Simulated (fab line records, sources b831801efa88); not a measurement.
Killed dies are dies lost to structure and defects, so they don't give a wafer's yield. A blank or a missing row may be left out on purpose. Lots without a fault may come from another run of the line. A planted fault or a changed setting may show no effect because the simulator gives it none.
Which tool did it? | flow gf180mcu | 11 lots, 33 wafers sampled, at 3 steps of a route of 602

WHAT THE GAUGES READ, wafer by wafer
GF_MVSD_TW_MEAS_11.
lot  | measured     | on            | MVSD_TW
L779 | day 4 22:51  | film_metro-03 | 1598 1602 1603
L782 | day 5 10:39  | film_metro-01 | 1563 1567 1567
L781 | day 5 11:01  | film_metro-01 | 1567 1566 1569
L786 | day 6 08:41  | film_metro-01 | 1550 1550 1557
L789 | day 7 01:25  | film_metro-03 | 1786 1792 1790
L790 | day 7 04:15  | film_metro-01 | 1736 1745 1738
L793 | day 8 05:16  | film_metro-01 | 1560 1555 1559
L798 | day 9 22:08  | film_metro-03 | 1607 1612 1610
L799 | day 9 21:42  | film_metro-03 | 1596 1608 1616
L800 | day 10 12:11 | film_metro-01 | 1564 1560 1557
L801 | day 10 14:29 | film_metro-02 | 1539 1532 1529

WHICH TOOL RAN EACH LOT (tool, then ch and the chambers of the sampled wafers, then the start)
lot  | GF_NWELL_STRIP_10                   | GF_MVSD_IMPLANT_08
L779 | plasma_asher-04 ch 0,1, day 3 19:31 | implanter-03 ch 0, day 4 22:30
L782 | plasma_asher-02 ch 0,1, day 4 07:05 | implanter-03 ch 0, day 5 10:15
L781 | plasma_asher-01 ch 0,1, day 4 07:56 | implanter-03 ch 0, day 5 10:37
L786 | plasma_asher-02 ch 0,1, day 5 04:10 | implanter-02 ch 0, day 6 08:19
L789 | plasma_asher-01 ch 0,1, day 5 20:34 | implanter-03 ch 0, day 7 01:02
L790 | plasma_asher-02 ch 0,1, day 6 00:23 | implanter-03 ch 0, day 7 03:52
L793 | plasma_asher-01 ch 0,1, day 6 23:06 | implanter-02 ch 0, day 8 04:55
L798 | plasma_asher-01 ch 0,1, day 8 11:31 | implanter-04 ch 0, day 9 21:44
L799 | plasma_asher-02 ch 0,1, day 8 11:14 | implanter-02 ch 0, day 9 21:19
L800 | plasma_asher-01 ch 0,1, day 9 00:40 | implanter-04 ch 0, day 10 11:47
L801 | plasma_asher-04 ch 0,1, day 9 02:19 | implanter-03 ch 0, day 10 14:05
- GF_NWELL_STRIP_10: strips in O2/N2.
- GF_MVSD_IMPLANT_08

THE ANSWER, worked out from the rows above alone
Rule: what is usual is taken from the lots themselves. Put in order of their means at a reading, lots are off if they are a third of the lots or fewer, leave a main group of 4 or more, and stand apart from it by a gap of 3 or more times the standard deviation of the main group's means; of several such gaps the widest counts. A main group whose means are all the same, to the digits that the tables above print for the reading, isn't used. A lot without any number at a reading at which 4 lots or more have one is off too. The other lots that the step has rows for count as sound.
Off: L789, L790, at GF_MVSD_TW_MEAS_11 (MVSD_TW). The main group: mean 1573, standard deviation 25.
A tool fits if, at a process step before that reading, it ran every lot that is off, and no sound lot after the first of them. The gauges at GF_MVSD_TW_MEAS_11 are tried like those tools. None of those tried fits.

WHAT THE SIMULATOR HAD PUT IN
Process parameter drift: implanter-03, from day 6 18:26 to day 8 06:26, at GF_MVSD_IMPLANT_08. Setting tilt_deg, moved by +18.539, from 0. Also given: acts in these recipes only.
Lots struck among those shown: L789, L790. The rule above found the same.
